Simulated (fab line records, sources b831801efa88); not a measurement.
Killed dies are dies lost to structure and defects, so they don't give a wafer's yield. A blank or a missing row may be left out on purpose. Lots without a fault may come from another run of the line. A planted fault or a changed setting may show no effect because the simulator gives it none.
Which tool did it? | flow gf180mcu | 7 lots, 21 wafers sampled, at 2 steps of a route of 602

WHAT THE GAUGES READ, wafer by wafer
GF_HV_LDD_RS_MEAS_53: measures by four-point-probe.
lot  | measured     | on            | HV_LDD_RS (ohm/sq)
L401 | day 12 18:19 | film_metro-02 | 418.6 418.4 418.2
L405 | day 14 05:40 | film_metro-04 | 419.7 420.8 419.9
L408 | day 15 03:52 | film_metro-02 | 416.4 417.8 417.9
L413 | day 16 13:58 | film_metro-04 | 372.9 373.2 372.7
L419 | day 18 16:05 | film_metro-02 | 416.7 418.2 416.9
L421 | day 19 11:07 | film_metro-02 | 418.5 418.6 419.3
L423 | day 20 03:32 | film_metro-03 | 420.2 419.8 418.9

WHICH TOOL RAN EACH LOT (tool, then ch and the chambers of the sampled wafers, then the start)
lot  | GF_HV_LDD_IMPLANT_34
L401 | implanter-04 ch 0, day 11 22:15
L405 | implanter-03 ch 0, day 13 08:17
L408 | implanter-04 ch 0, day 14 06:11
L413 | implanter-03 ch 0, day 15 15:17
L419 | implanter-04 ch 0, day 17 15:26
L421 | implanter-02 ch 0, day 18 10:11
L423 | implanter-04 ch 0, day 19 02:24
- GF_HV_LDD_IMPLANT_34

THE ANSWER, worked out from the rows above alone
Rule: what is usual is taken from the lots themselves. Put in order of their means at a reading, lots are off if they are a third of the lots or fewer, leave a main group of 4 or more, and stand apart from it by a gap of 3 or more times the standard deviation of the main group's means; of several such gaps the widest counts. A main group whose means are all the same, to the digits that the tables above print for the reading, isn't used. A lot without any number at a reading at which 4 lots or more have one is off too. The other lots that the step has rows for count as sound.
Off: L413, at GF_HV_LDD_RS_MEAS_53 (HV_LDD_RS). The main group: mean 418.6 ohm/sq, standard deviation 1.1.
A tool fits if, at a process step before that reading, it ran every lot that is off, and no sound lot after the first of them. The gauges at GF_HV_LDD_RS_MEAS_53 are tried like those tools. Can't be told from this: 2 tools fit, implanter-03 at GF_HV_LDD_IMPLANT_34, film_metro-04 at GF_HV_LDD_RS_MEAS_53.

WHAT THE SIMULATOR HAD PUT IN
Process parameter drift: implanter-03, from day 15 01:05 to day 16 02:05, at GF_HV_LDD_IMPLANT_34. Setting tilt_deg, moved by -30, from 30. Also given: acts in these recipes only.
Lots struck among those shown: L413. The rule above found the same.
